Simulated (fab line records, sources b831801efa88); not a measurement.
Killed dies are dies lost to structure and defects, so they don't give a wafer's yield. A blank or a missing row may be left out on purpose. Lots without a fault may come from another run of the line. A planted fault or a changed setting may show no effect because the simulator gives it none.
A struck lot beside a sound one | flow sky130 | 42 steps out of a route of 708
Sound: wafers L906.3, L906.5, L906.6. Struck: wafer L914.3. (L914.1 of the same lot was not struck and is left out.) The cause comes at the end.
At each step with rows: each side's tool, then ch and its chambers, then its first start. Under that, the readings that differ: sound wafers | struck wafers | difference of the means | sigmas: that difference in standard deviations of wafers without a fault.
alike: readings whose means differ by less than 2 such deviations, and words and numbers that are the same on both sides. not compared: withheld readings, readings that some wafer has no value for, bounds like >300 that may hide the same value, and numbers for which the record gives no deviation and whose values overlap.
The two part at a step that has a row with sigmas, a row that says differs or no value, or rows on one side only. Numbers that don't overlap but have no deviation are shown without sigmas and don't part them. A reading that every wafer of one side lacks parts them only if that side has two wafers or more.

first, 4 steps without rows for these wafers: SKY_PWDE_SOFTBAKE_03; SKY_PWDE_EXPOSE_04 (exposes mask PWDEM, target cd 840 nm); SKY_PWDE_PEB_05; SKY_PWDE_DEVELOP_06 (develop time 60 s).
SKY_PWDE_OVL_MEAS_07:
  sound on overlay-02, day 4 11:01; struck on overlay-01, day 6 09:41
  alike: PWDE_OVL
then, 1 step without rows for these wafers: SKY_PWDE_IMPLANT_08.
SKY_PWDE_STRIP_09: strips in O2/N2.
  sound on plasma_asher-02 ch 0,1, day 4 11:19; struck on plasma_asher-03 ch 1, day 6 09:52
  reading                      | sound             | struck | difference | sigmas
  oes_product_au (a.u.)        | 0.726 0.723 0.724 | 0.711  | -0.013     | -3
  strip_time_to_endpoint_s (s) | 36.65 36.74 36.66 | 37.00  | +0.32      | +3
  alike: drypump_motor_current_A
  not compared: rf_hours_counter_h
SKY_PWDE_TW_MEAS_10:
  sound on film_metro-01, day 4 11:25; struck on film_metro-01, day 6 09:58
  alike: PWDE_TW
then, 4 steps without rows for these wafers: SKY_NWELL_DEHYDRATE_03 (time 60 s); SKY_NWELL_HMDS_04 (prime time 60 s); SKY_NWELL_COAT_05 (resist thk 3000 nm); SKY_NWELL_SOFTBAKE_06.
SKY_NWELL_EXPOSE_07: exposes mask NWM, target cd 840 nm.
  sound on iline_stepper-01 ch 0, day 4 19:41; struck on iline_stepper-01 ch 0, day 6 19:00
  alike: mask, exposure_dose_mJ_cm2
then, 2 steps without rows for these wafers: SKY_NWELL_PEB_08; SKY_NWELL_DEVELOP_09 (develop time 60 s).
SKY_NWELL_OVL_MEAS_10:
  sound on overlay-01, day 5 04:19; struck on overlay-02, day 7 04:44
  alike: NWELL_00_OVL
then, 3 steps without rows for these wafers: SKY_NWELL_IMPLANT_11; SKY_NWELL_IMPLANT_12; SKY_NWELL_IMPLANT_13.
SKY_NWELL_STRIP_14: strips in O2/N2.
  sound on plasma_asher-04 ch 0,1, day 5 04:49; struck on plasma_asher-02 ch 1, day 7 05:13
  alike: drypump_motor_current_A, oes_product_au, strip_time_to_endpoint_s
  not compared: rf_hours_counter_h
SKY_NWELL_TW_MEAS_15:
  sound on film_metro-01, day 5 04:55; struck on film_metro-01, day 7 05:19
  alike: NWELL_TW
then, 7 steps without rows for these wafers: SKY_NWELL_DEHYDRATE_16 (time 60 s); SKY_NWELL_HMDS_17 (prime time 60 s); SKY_NWELL_COAT_18 (resist thk 3000 nm); SKY_NWELL_SOFTBAKE_19; SKY_NWELL_EXPOSE_20 (exposes mask NWM COMPLEMENT, target cd 840 nm); SKY_NWELL_PEB_21; SKY_NWELL_DEVELOP_22 (develop time 60 s).
SKY_NWELL_OVL_MEAS_23:
  sound on overlay-02, day 5 22:30; struck on overlay-02, day 8 01:13
  alike: NWELL_01_OVL
then, 1 step without rows for these wafers: SKY_NWELL_IMPLANT_24.
SKY_NWELL_STRIP_25: strips in O2/N2.
  sound on plasma_asher-04 ch 0,1, day 5 22:43; struck on plasma_asher-02 ch 0, day 8 01:23
  alike: drypump_motor_current_A, oes_product_au, strip_time_to_endpoint_s
  not compared: rf_hours_counter_h
SKY_NWELL_TW_MEAS_26:
  sound on film_metro-01, day 5 22:47; struck on film_metro-01, day 8 01:29
  alike: NWELL_2_TW
then, 1 step without rows for these wafers: SKY_NWELL_CLEAN_27 (cleans in SC1/SC2, time 150 s).
SKY_NWELL_RTA_28: time 30 s.
  sound on rtp_anneal-02 ch 0, day 5 22:55; struck on rtp_anneal-02 ch 0, day 8 01:37
  alike: lamp_power_pct, ramp_up_c_per_s, wafer_temp_C_max
SKY_NWELL_RS_MEAS_29: measures by four-point-probe.
  sound on film_metro-04, day 5 23:01; struck on film_metro-04, day 8 01:43
  reading           | sound             | struck | difference | sigmas
  NWELL_RS (ohm/sq) | 621.2 621.7 618.5 | 624.9  | +4.4       | +2
SKY_NWELL_RS_MEAS_31: measures by four-point-probe.
  sound on film_metro-04, day 5 23:16; struck on film_metro-04, day 8 01:57
  alike: PWDE_RS
then, 5 steps without rows for these wafers: SKY_VT_ADJUST_HVTP_DEHYDRATE_00 (time 60 s); SKY_VT_ADJUST_HVTP_HMDS_01 (prime time 60 s); SKY_VT_ADJUST_HVTP_COAT_02 (resist thk 1140 nm); SKY_VT_ADJUST_HVTP_SOFTBAKE_03 (time 60 s); SKY_VT_ADJUST_HVTP_EXPOSE_04 (exposes mask HVTPM, target cd 380 nm).
-- the record jumps here: 41 days lie between the struck wafers' starts before and after (it left off in module VT_ADJUST_HVTP and takes up again in module PAD_OPEN, whose first step shown is number 708 of the route) --
SKY_PAD_OPEN_PROBE_99:
  sound on prober-02, day 46 13:07; struck on prober-02, day 48 14:13
  reading                             | sound             | struck | difference | sigmas
  model.etest.res_nwell.width_nm (nm) | 843.2 840.3 838.1 | 855    | +14        |
  alike: killed_at_M0_to_M3, killed_at_M4_up, killed_at_contacts, killed_at_front_end, killed_at_other, killed_dies, killed_open, killed_short

WHERE THEY PART
First at SKY_PWDE_STRIP_09; last, within this record, at SKY_NWELL_RS_MEAS_29. Later steps at which nothing parts them and some readings are alike: SKY_NWELL_RS_MEAS_31, SKY_PAD_OPEN_PROBE_99.

WHY: what the simulator had put in
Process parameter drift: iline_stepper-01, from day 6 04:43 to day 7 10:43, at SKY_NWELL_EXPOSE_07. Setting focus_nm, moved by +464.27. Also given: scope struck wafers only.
